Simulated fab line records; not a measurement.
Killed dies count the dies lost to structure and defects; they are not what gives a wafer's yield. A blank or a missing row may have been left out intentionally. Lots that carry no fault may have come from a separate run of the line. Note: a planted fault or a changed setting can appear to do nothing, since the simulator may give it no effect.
Check for tools in common | flow gf180mcu | 12 lots, 36 wafers sampled

== WHAT PROMPTED THE OPENING ==
3 of 12 lots carry a flag on the reading MVSD_RS at GF_VT_IMPLANT_RS_MEAS_46. Fault-free wafers read 456.2 ohm/sq, with a standard deviation of 0.92.
Rule: flag the lot when none of its wafers has a number, or when each of its wafers that has one lies beyond 4 standard deviations from that mean. The rest of the lots are taken to be sound.

lot  | measured     | on            | MVSD_RS (ohm/sq), wafer by wafer | flag
L647 | day 7 12:25  | film_metro-01 | 456.9 455.0 454.9                |
L648 | day 8 01:10  | film_metro-02 | 401.2 401.1 401.5                | FLAGGED
L649 | day 8 06:12  | film_metro-02 | 456.0 456.5 458.2                |
L650 | day 8 09:19  | film_metro-02 | 457.0 456.3 457.3                |
L651 | day 8 13:44  | film_metro-04 | 401.4 400.8 400.9                | FLAGGED
L659 | day 10 19:44 | film_metro-01 | 400.6 400.7 400.9                | FLAGGED
L660 | day 10 22:14 | film_metro-04 | 455.6 455.7 456.9                |
L664 | day 12 07:51 | film_metro-01 | 454.4 455.4 455.6                |
L666 | day 12 18:35 | film_metro-04 | 456.3 455.3 454.1                |
L668 | day 13 08:17 | film_metro-04 | 456.2 456.9 455.2                |
L669 | day 13 14:10 | film_metro-02 | 456.9 457.3 457.4                |
L670 | day 13 21:29 | film_metro-01 | 455.9 455.8 457.2                |
On average the flagged lots' numbers are 401.0 ohm/sq, which is -55.2 ohm/sq against the usual, or -60 standard deviations.

== LOT BY LOT: THE TOOL USED ==
Before the reading, the record contains 2 process steps out of a 602-step route. Every cell lists first the tool, next ch and the chambers used by the sampled wafers, and last the start.
lot  | flag    | GF_NWELL_STRIP_10                   | GF_MVSD_IMPLANT_09
L647 |         | plasma_asher-01 ch 0,1, day 3 06:22 | implanter-03 ch 0, day 4 09:45
L648 | FLAGGED | plasma_asher-03 ch 0,1, day 3 16:16 | implanter-03 ch 0, day 4 20:26 and implanter-02 ch 0, day 4 20:44
L649 |         | plasma_asher-03 ch 0,1, day 3 21:04 | implanter-01 ch 0, day 5 00:32
L650 |         | plasma_asher-01 ch 0,1, day 4 00:32 | implanter-02 ch 0, day 5 04:25
L651 | FLAGGED | plasma_asher-03 ch 0,1, day 4 04:46 | implanter-02 ch 0, day 5 08:02
L659 | FLAGGED | plasma_asher-01 ch 0,1, day 6 00:29 | implanter-02 ch 0, day 7 07:39
L660 |         | plasma_asher-04 ch 0,1, day 6 04:22 | implanter-03 ch 0, day 7 10:29
L664 |         | plasma_asher-04 ch 0,1, day 7 06:52 | implanter-02 ch 0, day 8 14:43
L666 |         | plasma_asher-04 ch 0, day 7 15:22   | implanter-03 ch 0, day 8 23:33
L668 |         | plasma_asher-01 ch 0,1, day 8 02:59 | implanter-02 ch 0, day 9 11:46
L669 |         | plasma_asher-04 ch 0,1, day 8 07:49 | implanter-02 ch 0, day 9 15:31
L670 |         | plasma_asher-04 ch 0,1, day 8 12:37 | implanter-01 ch 0, day 9 21:28
What these steps do:
- GF_NWELL_STRIP_10: strips in O2/N2.
- GF_MVSD_IMPLANT_09
- GF_VT_IMPLANT_RS_MEAS_46: measures by four-point-probe.

== FLAGGED AGAINST TOTAL, ONE TOOL AT A TIME (gauges that did the reading follow at the end) ==
step                     | tool            | lots run | flagged | share of the flagged lots | sound lots run after its first flagged lot
GF_NWELL_STRIP_10        | plasma_asher-01 | 4        | 1       | some                      | 1 (L668)
GF_NWELL_STRIP_10        | plasma_asher-03 | 3        | 2       | some                      | 1 (L649)
GF_NWELL_STRIP_10        | plasma_asher-04 | 5        | 0       | none                      | -
GF_MVSD_IMPLANT_09       | implanter-01    | 2        | 0       | none                      | -
GF_MVSD_IMPLANT_09       | implanter-02    | 7        | 3       | all                       | 4 (L650,L664,L668,L669)
GF_MVSD_IMPLANT_09       | implanter-03    | 4        | 1       | some                      | 2 (L660,L666)
GF_VT_IMPLANT_RS_MEAS_46 | film_metro-01   | 4        | 1       | some                      | 2 (L664,L670)
GF_VT_IMPLANT_RS_MEAS_46 | film_metro-02   | 4        | 1       | some                      | 3 (L649,L650,L669)
GF_VT_IMPLANT_RS_MEAS_46 | film_metro-04   | 4        | 1       | some                      | 3 (L660,L666,L668)

== THE TABLE: WHAT IT ALLOWS ==
Rows of the table that ran each flagged lot: 1, that is implanter-02 at GF_MVSD_IMPLANT_09.
- implanter-02 at GF_MVSD_IMPLANT_09: 3 of its 7 lots flagged. Sound lots followed the first flagged one (L650, L664, L668, L669) on it, something a lasting fault affecting the whole tool could not allow.
There is no row in the table that ran each flagged lot and no sound lot after the first.

== WHAT HAD BEEN PUT IN BY THE SIMULATOR ==
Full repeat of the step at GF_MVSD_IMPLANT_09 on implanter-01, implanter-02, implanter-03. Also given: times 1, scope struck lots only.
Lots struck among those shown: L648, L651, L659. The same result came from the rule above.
